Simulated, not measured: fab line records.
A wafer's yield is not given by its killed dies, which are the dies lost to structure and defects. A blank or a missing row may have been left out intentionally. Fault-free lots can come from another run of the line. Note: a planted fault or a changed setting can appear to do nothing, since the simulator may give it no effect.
Which tool was responsible?    flow gf180mcu    6 lots with 17 wafers sampled at 3 steps, on a route of 602 steps

WHAT EACH GAUGE READ, for each wafer
GF_V4_THK_MEAS_25: measures by xrf.
lot   measured      on            V4_W_THK (nm)
L167  day 27 17:56  filmMetro-02  358 361
L170  day 28 16:46  filmMetro-02  350 349 352
L174  day 29 21:15  filmMetro-02  355 362 356
L178  day 30 18:03  filmMetro-02  351 353 354
L180  day 31 11:50  filmMetro-01  365 361 367
L182  day 31 18:35  filmMetro-01  365 363 356

WHAT TOOL EACH LOT RAN ON (gives the tool, then ch and the chambers of the sampled wafers, and finally the start)
lot   GF_V3_CVD_23                  GF_V4_ETCH_16
L167  cvdW-01 ch 1, day 25 21:09    rieDiel-01 ch 1,2, day 27 16:53
L170  cvdW-02 ch 0,1, day 26 21:01  rieDiel-01 ch 0,2,3, day 28 15:44
L174  cvdW-02 ch 0,1, day 28 03:43  rieDiel-02 ch 0,1,2, day 29 20:14
L178  cvdW-01 ch 1, day 29 00:19    rieDiel-03 ch 1,2,3, day 30 17:02
L180  cvdW-01 ch 0,1, day 29 18:59  rieDiel-01 ch 0,2,3, day 31 10:47
L182  cvdW-01 ch 0, day 30 02:18    rieDiel-01 ch 0,1,2, day 31 17:35
- GF_V3_CVD_23: deposits W, target thk 350 nm, time 104.9 s.
- GF_V4_ETCH_16: etches BARC in N2/H2.

THE ANSWER, worked out from the rows above alone
Rule: usual is defined by the lots themselves. Put in order of their means at a reading, lots are off if they are a third of the lots or fewer, leave a main group of 4 or more, and stand apart from it by a gap of 3 or more times the standard deviation of the main group's means; of several such gaps the widest counts. Not used: any main group whose means are identical at the precision the tables above print for the reading. Also off: a lot with no number at a reading for which 4 or more lots have one. Where the step has rows for the other lots, those lots are counted as sound.
None of the lots is off at any reading shown; this tells nothing.

WHAT WAS PUT IN BY THE SIMULATOR
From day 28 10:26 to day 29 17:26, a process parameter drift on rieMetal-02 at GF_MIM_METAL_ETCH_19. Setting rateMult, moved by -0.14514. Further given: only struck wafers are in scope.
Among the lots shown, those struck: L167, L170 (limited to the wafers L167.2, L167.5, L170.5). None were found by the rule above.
